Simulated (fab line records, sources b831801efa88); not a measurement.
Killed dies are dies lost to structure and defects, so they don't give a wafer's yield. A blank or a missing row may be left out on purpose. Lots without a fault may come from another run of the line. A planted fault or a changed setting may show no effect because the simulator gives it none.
fab line records | flow sky130 | part 2 of 2: steps 27 to 36 of 36
record lots=5 wafers=15 last_day=50
route steps=708 shown FIELD_ISO@14 NWELL@32 DNWELL@35 PWDE@45
lots that met no fault: from a run of the same line without faults
start_h: hours from the record's first day to the start of the lot's first wafer shown | wait_h: hours since the lot's step before | " the same as in the row above | L1.1+2: a row that stands for several wafers | - no value, or no start given | * or withheld: withheld | < > ~ a bound
route shown NAME@n: a module of which the file shows steps, and the number in the route of the first | usual: mean/standard deviation of fault-free wafers | same: alike in all rows | chamber/n: place in a boat | sites: the reading at each site | _std_site: their standard deviation | _edge_site: outer sites' mean less inner sites' | radius_mm: how far each site lies from the wafer's centre | mask NAME#n: copy n | behind: the tool/chamber that last shaped the wafer | hold: why the lot was held/for how many hours/how that ended | device: the transistor (n, p or np) that didn't switch | end of line: the same wafers' tests at the end of the route | a step without rows: its recipe alone | killed: dies lost to structure and defects at the first sort, not the wafer's yield | map: a wafer's dies, x killed, . not, _ none there
set.NAME: the setting as run; set.NAME@STEP: as run at that earlier step | model.NAME: the simulator's own value behind a step, which no gauge read
lots at some steps of the route; a table a step, a row a wafer
services: from which hour (start_h, from the record's first day; less than 0 if before it) a tool's chamber was out of use, for how many hours, and why
## steps
# step SKY_DNWELL_PEB_05
# recipe temp_c=115 time_s=withheld
# usual resist_line_temp_C=23.01/0.1
# columns lot.wafer tool chamber start_h wait_h resist_line_temp_C
L080.1 litho_track-03 0 - - 22.92
L080.2 " 0 " " 22.88
L080.4 " 0 " " 22.86
L082.4 litho_track-04 0 - - 22.90
L082.5 " 0 " " 22.97
L082.6 " 0 " " 22.92
L087.1 litho_track-02 0 - - 23.05
L087.3 " 0 " " 23.16
L087.5 " 0 " " 23.23
L090.1 litho_track-02 0 - - 22.94
L090.2 " 0 " " 22.94
L090.3 " 0 " " 23.10
L094.1 litho_track-03 0 - - 23.14
L094.2 " 0 " " 22.95
L094.5 " 0 " " 22.99
# step SKY_DNWELL_DEVELOP_06
# recipe wall_angle_deg=90 developer=TMAH develop_time_s=60 dev_temp_c=23
# usual resist_line_temp_C=23.01/0.1
# columns lot.wafer tool chamber start_h wait_h resist_line_temp_C
L080.1 litho_track-03 0 - - 23.23
L080.2 " 0 " " 23.00
L080.4 " 0 " " 23.14
L082.4 litho_track-04 0 - - 23.08
L082.5 " 0 " " 23.02
L082.6 " 0 " " 23.09
L087.1 litho_track-02 0 - - 22.89
L087.3 " 0 " " 22.97
L087.5 " 0 " " 23.08
L090.1 litho_track-02 0 - - 23.04
L090.2 " 0 " " 22.95
L090.3 " 0 " " 22.98
L094.1 litho_track-03 0 - - 23.02
L094.2 " 0 " " 22.95
L094.5 " 0 " " 23.10
# step SKY_DNWELL_IMPLANT_07
# recipe species=P energy_kev=withheld dose_cm2=withheld tilt_deg=withheld
# columns lot.wafer tool chamber start_h wait_h
L080.1+2+4 implanter-02 0 82.87 -
L082.4+5+6 implanter-01 0 94.84 -
L087.1+3+5 implanter-01 0 125.09 -
L090.1+2+3 implanter-01 0 139.99 -
L094.1+2+5 implanter-01 0 161.42 -
# step SKY_DNWELL_STRIP_08
# recipe chemistry=O2/N2 power_w=1400 pressure_mtorr=1500 platen_temp_c=withheld o2_flow_sccm=3000 n2_flow_sccm=300 overash_fraction=0.5
# usual drypump_motor_current_A=5.51/0.23 oes_product_au=0.723/0.0044 strip_time_to_endpoint_s=36.95/0.095
# columns lot.wafer tool chamber start_h wait_h drypump_motor_current_A oes_product_au rf_hours_counter_h strip_time_to_endpoint_s
L080.1 plasma_asher-04 1 83.02 0.1 5.70 0.721 40 36.86
L080.2 " 0 " " 5.55 0.727 40 36.92
L080.4 " 1 " " 5.73 0.725 - 36.91
L082.4 plasma_asher-04 0 94.95 0.1 5.56 0.721 - 36.97
L082.5 " 0 " " 5.52 0.722 - 37.04
L082.6 " 1 " " 5.68 0.726 - 37.07
L087.1 plasma_asher-01 1 125.24 0.1 5.93 0.724 1 36.92
L087.3 " 0 " " 5.07 0.726 - 36.68
L087.5 " 1 " " 5.92 0.723 - 36.99
L090.1 plasma_asher-03 0 140.14 0.1 5.40 0.724 42 36.93
L090.2 " 1 " " 5.46 0.721 42 36.97
L090.3 " 0 " " 5.41 0.722 - 36.84
L094.1 plasma_asher-03 1 161.57 0.1 5.45 0.719 45 36.93
L094.2 " 0 " " 5.36 0.729 45 37.00
L094.5 " 1 " " 5.48 0.717 - 36.88
# step SKY_DNWELL_TW_MEAS_09
# usual DNWELL_TW=1103/9.8
# columns lot.wafer tool chamber start_h wait_h DNWELL_TW
L080.1 film_metro-04 - 83.12 0.1 1119
L080.2 " - " " 1114
L080.4 " - " " 1113
L082.4 film_metro-02 - 95.05 0.1 1098
L082.5 " - " " 1101
L082.6 " - " " 1090
L087.1 film_metro-01 - 125.41 0.1 1096
L087.3 " - " " 1099
L087.5 " - " " 1090
L090.1 film_metro-04 - 140.24 0.1 1118
L090.2 " - " " 1111
L090.3 " - " " 1116
L094.1 film_metro-02 - 161.67 0.1 1088
L094.2 " - " " 1093
L094.5 " - " " 1092
# step SKY_PWDE_DEHYDRATE_00
# recipe temp_c=200 time_s=60
# usual resist_line_temp_C=23.00/0.11
# columns lot.wafer tool chamber start_h wait_h resist_line_temp_C
L080.1 litho_track-03 0 91.17 8.0 22.97
L080.2 " 0 " " 23.13
L080.4 " 0 " " 22.74
L082.4 litho_track-03 0 104.19 9.1 22.98
L082.5 " 0 " " 22.75
L082.6 " 0 " " 22.77
L087.1 litho_track-04 0 133.92 8.5 23.06
L087.3 " 0 " " 23.12
L087.5 " 0 " " 23.05
L090.1 litho_track-01 0 149.74 9.5 22.93
L090.2 " 0 " " 23.14
L090.3 " 0 " " 23.01
L094.1 litho_track-01 0 171.04 9.4 23.12
L094.2 " 0 " " 22.98
L094.5 " 0 " " 23.07
# step SKY_PWDE_HMDS_01
# recipe prime_time_s=60 prime_temp_c=120
# usual resist_line_temp_C=23.01/0.1
# columns lot.wafer tool chamber start_h wait_h resist_line_temp_C
L080.1 litho_track-03 0 91.32 0.1 23.05
L080.2 " 0 " " 23.03
L080.4 " 0 " " 22.90
L082.4 litho_track-03 0 104.34 0.1 23.12
L082.5 " 0 " " 23.03
L082.6 " 0 " " 23.05
L087.1 litho_track-04 0 134.07 0.1 22.92
L087.3 " 0 " " 23.01
L087.5 " 0 " " 23.17
L090.1 litho_track-01 0 149.89 0.1 23.11
L090.2 " 0 " " 23.01
L090.3 " 0 " " 23.11
L094.1 litho_track-01 0 171.19 0.1 23.26
L094.2 " 0 " " 23.18
L094.5 " 0 " " 23.02
# step SKY_PWDE_COAT_02
# recipe spin_rpm=2000 resist_thk_nm=3000
# usual resist_line_temp_C=23.00/0.11
# columns lot.wafer tool chamber start_h wait_h resist_line_temp_C
L080.1 litho_track-03 0 91.47 0.1 22.84
L080.2 " 0 " " 22.98
L080.4 " 0 " " 22.87
L082.4 litho_track-03 0 104.49 0.1 23.07
L082.5 " 0 " " 23.17
L082.6 " 0 " " 23.13
L087.1 litho_track-04 0 134.22 0.1 23.14
L087.3 " 0 " " 23.17
L087.5 " 0 " " 23.14
L090.1 litho_track-01 0 150.04 0.1 22.94
L090.2 " 0 " " 23.15
L090.3 " 0 " " 23.01
L094.1 litho_track-01 0 171.34 0.1 22.83
L094.2 " 0 " " 22.92
L094.5 " 0 " " 22.97
# step SKY_PWDE_SOFTBAKE_03
# recipe temp_c=110 time_s=withheld
# usual resist_line_temp_C=23.00/0.093
# columns lot.wafer tool chamber start_h wait_h resist_line_temp_C
L080.1 litho_track-03 0 91.62 0.1 23.08
L080.2 " 0 " " 22.95
L080.4 " 0 " " 23.04
L082.4 litho_track-03 0 104.67 0.1 23.17
L082.5 " 0 " " 23.10
L082.6 " 0 " " 22.86
L087.1 litho_track-04 0 134.37 0.1 23.07
L087.3 " 0 " " 22.77
L087.5 " 0 " " 22.98
L090.1 litho_track-01 0 150.19 0.1 23.01
L090.2 " 0 " " 23.00
L090.3 " 0 " " 23.13
L094.1 litho_track-01 0 171.49 0.1 22.97
L094.2 " 0 " " 22.97
L094.5 " 0 " " 23.00
# step SKY_PWDE_EXPOSE_04
# recipe mask_id=PWDEM na=0.6 source_shape=conventional sigma_outer=0.6 polarization=unpolarized target_cd_nm=840 dose_mj=214
# usual exposure_dose_mJ_cm2=213.98/0.22
# columns lot.wafer tool chamber start_h wait_h mask exposure_dose_mJ_cm2
L080.1 iline_stepper-02 0 - - PWDEM#0 214.14
L080.2 " 0 " " PWDEM#0 214.12
L080.4 " 0 " " PWDEM#0 213.85
L082.4 iline_stepper-02 0 - - PWDEM#0 213.69
L082.5 " 0 " " PWDEM#0 213.92
L082.6 " 0 " " PWDEM#0 214.02
L087.1 iline_stepper-01 0 - - PWDEM#0 213.51
L087.3 " 0 " " PWDEM#0 213.98
L087.5 " 0 " " PWDEM#0 214.16
L090.1 iline_stepper-02 0 - - PWDEM#0 214.10
L090.2 " 0 " " PWDEM#0 214.12
L090.3 " 0 " " PWDEM#0 214.17
L094.1 iline_stepper-02 0 - - PWDEM#0 214.13
L094.2 " 0 " " PWDEM#0 213.99
L094.5 " 0 " " PWDEM#0 214.19
## services
# columns tool chamber start_h hours kind
rie_diel-01 - 37.46 2.8 pm
implanter-01 - 42.40 4.2 pm
rie_si-01 - 56.85 2.8 pm
furnace-02 - 62.69 3.3 pm
cmp-01 - 64.00 4.0 pm
cmp-01 - 68.00 5.8 pm
implanter-01 - 81.94 2.0 repair
rie_si-02 3 94.71 7.4 repair
rie_si-01 0 97.33 18.5 repair
plasma_asher-01 - 100.75 3.1 repair
iline_stepper-01 - 107.63 2.1 pm
plasma_asher-01 - 108.36 2.7 repair
plasma_asher-02 - 109.33 1.5 repair
cmp-01 - 111.94 0.7 repair
wet_bench-02 - 114.01 2.9 repair
iline_stepper-02 - 118.44 2.1 pm
plasma_asher-02 - 122.32 58.8 repair
cmp-01 - 130.38 0.5 repair
furnace-01 - 151.63 3.3 pm
rie_diel-03 3 151.91 1.4 repair
cmp-01 - 152.23 1.0 repair
implanter-01 - 159.29 1.2 repair
cmp-01 - 166.00 6.7 pm
furnace-02 - 171.12 3.3 pm
